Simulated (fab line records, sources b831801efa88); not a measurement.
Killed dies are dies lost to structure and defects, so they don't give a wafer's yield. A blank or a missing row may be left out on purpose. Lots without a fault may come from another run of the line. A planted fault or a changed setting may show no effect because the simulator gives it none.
Problem report in the 8D (eight disciplines) form, filled by code | flow sky130 | the parts of the form that need people (team, actions taken, sign-off) are left out

1. THE PROBLEM
time_to_endpoint_s at SKY_LI_CONTACT_CMP_02 reads a mean of 16.9 s on 3 wafers of 3 lots; wafers without a fault read 30.9 s with a standard deviation of 2.3. That is -6.1 standard deviations from the usual mean.
The step: polishes PSG.
First seen on wafer L758.6, day 29 08:29, on cmp-02. The record holds 43 wafers of 15 lots with a number at this step. Rule for "out", or "out of limits": more than 4 standard deviations from the usual mean. The other wafers with a number count as sound.

2. WHAT IT IS AND WHAT IT IS NOT
question                    | is                     | is not
which readings at this step | time_to_endpoint_s     | head_pressure_psi, motor_current_A
which lots                  | L758, L759, L762       | L755, L756, L757, L768, L769, L772, L773, L774, L775, L776, L777, L778
which wafers of those lots  | L758.6, L759.6, L762.1 | L758.5, L759.3, L759.5, L762.2
read on which tools         | cmp-02                 | cmp-01
when                        | from day 29 08:29      | up to then (10 sound wafers); but 30 sound wafers of L759, L762, L768, L769, L772, L773, L774, L775, L776, L777, L778 came after

3. SUSPECTS, AND WHAT RULES EACH OUT
Counting: a tool at a process step up to the reading stays a suspect if it ran every lot that is out. Sound lots after the first of them don't rule it out here, since some wafers of a struck lot are sound.
- cmp-02 at SKY_LI_CONTACT_CMP_02 (polishes PSG): kept. It ran every lot that is out, first L758 (day 29 08:29); its last sound lot up to then is L757 (day 28 18:43). Its own readings are out on those wafers: time_to_endpoint_s.
Left after counting: cmp-02 at SKY_LI_CONTACT_CMP_02.

4. THE CAUSE (what the simulator had put in)
Process parameter drift: cmp-02, from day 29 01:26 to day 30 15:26, at SKY_LI_CONTACT_CMP_02. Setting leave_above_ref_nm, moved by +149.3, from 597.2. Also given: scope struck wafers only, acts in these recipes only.
Counting left only this tool.

5. THE CHAIN OF EFFECTS, in route order
Each row: a reading whose mean over the struck wafers that have a number lies more than 3 standard deviations from the usual. Only readings for which the record gives a usual standard deviation are gone through. hours: the time from each lot's start at the first step in this table that gives one to its start at this step, as a median over the lots. sigmas: the change in usual standard deviations.
hours | step                   | reading            | usual      | on struck wafers | change | sigmas
0     | SKY_LI_CONTACT_CMP_02  | time_to_endpoint_s | 30.9 s     | 16.9             | -14.0  | -6.1
28    | SKY_LI_CONTACT_ETCH_15 | oes_product_au     | 0.836 a.u. | 0.956            | +0.120 | +26
The process steps in it:
- SKY_LI_CONTACT_CMP_02: polishes PSG.
- SKY_LI_CONTACT_ETCH_15: etches PSG in C4F8/O2/Ar, stops on Si, target depth 600 nm.

6. WHAT WOULD HAVE CAUGHT IT SOONER
In this record the first reading out of limits was taken at day 29 08:29, 7 hours after the fault began at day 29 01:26.
